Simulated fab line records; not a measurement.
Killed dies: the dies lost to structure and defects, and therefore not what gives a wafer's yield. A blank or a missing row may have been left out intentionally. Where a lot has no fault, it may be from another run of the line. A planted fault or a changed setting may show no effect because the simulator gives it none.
Code-filled problem report in 8D (eight disciplines) form ; flow gf180mcu ; the parts of the form that need people (team, actions taken, sign-off) are left out

== 1. WHAT WENT WRONG ==
tube center temp C at GF_DUAL_GATE_OXIDATION_15 reads a mean of 857 C on 9 wafers of 3 lots; wafers without a fault read 850 C with a standard deviation of 0.076. Relative to the usual mean, that is a shift of +98 standard deviations.
The step: stabilise 600 s, purge 300 s, target thk 7.098 nm.
The first sign was on wafer L811.1 at day 9 14:31, on furnace-02. The record holds 39 wafers of 13 lots with a number at this step. Rule for "out" (also "out of limits"): further than 4 standard deviations from the usual mean. All remaining wafers that have a number are taken as sound.

== 2. WHAT THIS IS AND IS NOT ==
question;is;is not
which readings at this step;tube center temp C, spike tc centre C, spike tc lower C, spike tc upper C, tube_center_temp_C_max;-
which lots;L811, L812, L813;L806, L809, L820, L821, L823, L824, L825, L827, L828, L829
which wafers of those lots;all that have a number;-
read on which tools;furnace-02;furnace-01
when;from day 9 14:31;"up to then (6 sound wafers); but 24 sound wafers of L820, L821, L823, L824, L825, L827, L828, L829 came after"

== 3. THE SUSPECTS, EACH WITH WHAT RULES IT OUT ==
Counting: a tool at a process step up to the reading stays a suspect if it ran every lot that is out and no sound lot after the first of them.
- furnace-02 at GF_DUAL_GATE_OXIDATION_15 (stabilise 600 s, purge 300 s, target thk 7.098 nm): ruled out as a lasting fault. Sound lots L821, L824, L825, L829 ran on it after its first lot that is out, L811 (day 9 14:31).
Left after counting: nothing in the record.

== 4. THE CAUSE (what the simulator had put in) ==
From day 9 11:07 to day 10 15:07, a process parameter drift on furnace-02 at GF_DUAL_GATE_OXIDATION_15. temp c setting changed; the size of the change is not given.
Counting ruled it out, wrongly.

== 5. THE EFFECT CHAIN, in route order ==
Each row: a reading whose mean over the struck wafers that have a number lies more than 3 standard deviations from the usual. Readings are gone through only where the record gives a usual standard deviation; hours: the median, over the lots, of the time from a lot's start at the first step in this table giving one to that lot's start at this step; sigmas: the change measured in usual standard deviations.
hours;step;reading;usual;on struck wafers;change;sigmas
0;GF_DUAL_GATE_OXIDATION_15;spike tc bottom C;870.7 C;880.6;+9.9;+3.4
0;GF_DUAL_GATE_OXIDATION_15;spike tc centre C;851.2 C;859.0;+7.8;+6.5
0;GF_DUAL_GATE_OXIDATION_15;spike tc lower C;850.4 C;856.7;+6.3;+5.7
0;GF_DUAL_GATE_OXIDATION_15;spike tc top C;861.3 C;871.4;+10.1;+3.7
0;GF_DUAL_GATE_OXIDATION_15;spike tc upper C;851.4 C;859.7;+8.3;+6.9
0;GF_DUAL_GATE_OXIDATION_15;tube center temp C;850 C;857;+7;+98
0;GF_DUAL_GATE_OXIDATION_15;tube_center_temp_C_max;852.2;859.5;+7.3;+22
Process steps it contains:
- GF_DUAL_GATE_OXIDATION_15: stabilise 600 s, purge 300 s, target thk 7.098 nm.
At these later measuring or inspecting steps, every struck wafer for which the step has a row has a number for every such reading, and none has moved that far: GF_M3_THK_MEAS_06.

== 6. HOW IT WOULD HAVE BEEN CAUGHT EARLIER ==
The fault began at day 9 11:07; the first out-of-limits reading in this record came at day 9 14:31, 3 hours later.
